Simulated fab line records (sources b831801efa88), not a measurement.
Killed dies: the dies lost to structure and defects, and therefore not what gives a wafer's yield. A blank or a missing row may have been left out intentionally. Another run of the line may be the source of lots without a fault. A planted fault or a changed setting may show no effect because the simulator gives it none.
2 desks looking at one fault	flow gf180mcu	what lay behind the numbers comes last; until then each desk has only its own

== AT THE METROLOGY DESK ==
Means of the sampled wafers that have a number, per lot and without regard to the tool the lot ran on: this is what the gauges read. A lot is out of limits, marked OUT, if its mean lies more than 4 standard deviations from the usual mean; the brackets give that distance.
Columns: A = cd-nm at GF_V5_CD_MEAS_14, usual 259.9 nm; B = PASSIVATION_CVD_02_THK at GF_PASSIVATION_THK_MEAS_03, usual 701 nm
lot	first seen here	A	B
L890	day 27 06:42	259.2	703
L891	day 27 12:15	260.1	711
L892	day 27 19:39	263.0	692
L894	day 28 14:31	258.4	698
L893	day 28 16:17	260.7	703
L895	day 29 01:20	261.5	693
L898	day 29 18:02	262.2	703
L899	day 30 03:37	257.1	690
L900	day 30 12:29	260.6	695
L901	day 30 19:42	259.5	716
L904	day 31 13:05	262.3	703
L909	day 32 18:53	260.5	711
L910	day 32 23:56	260.5	702
L912	day 33 08:43	259.7	702
Result from this desk: across the 14 lots, nothing is out of limits.

== FOR THE TOOL OWNER'S DESK: pvd-sputter-02 ==
The tool's own readings at GF_M1_SPUTTER_02 (material AlCu, target thk 450 nm, time 23.9 s): means of the sampled wafers that have a number, for each lot that ran on this tool. A lot is out of limits, marked OUT, if its mean lies more than 4 standard deviations from the usual mean; the brackets give that distance.
Columns: A = throttle-valve-pct at GF_M1_SPUTTER_02, usual 29.9 %
lot	first seen here	A
L893	day 17 21:14	30.6
L895	day 18 09:01	30.6
L898	day 19 03:38	31.3
L901	day 20 13:55	30.6
L909	day 23 06:24	30.4
L910	day 23 10:32	31.6
L912	day 24 00:49	30.9
Result from this desk: across the 7 lots, nothing is out of limits.

== ALL TOGETHER ==
From the metrology desk's view, nothing was out of limits.
Nothing out of limits was seen by the tool owner's desk.

== WHAT THE SIMULATOR HAD INSERTED ==
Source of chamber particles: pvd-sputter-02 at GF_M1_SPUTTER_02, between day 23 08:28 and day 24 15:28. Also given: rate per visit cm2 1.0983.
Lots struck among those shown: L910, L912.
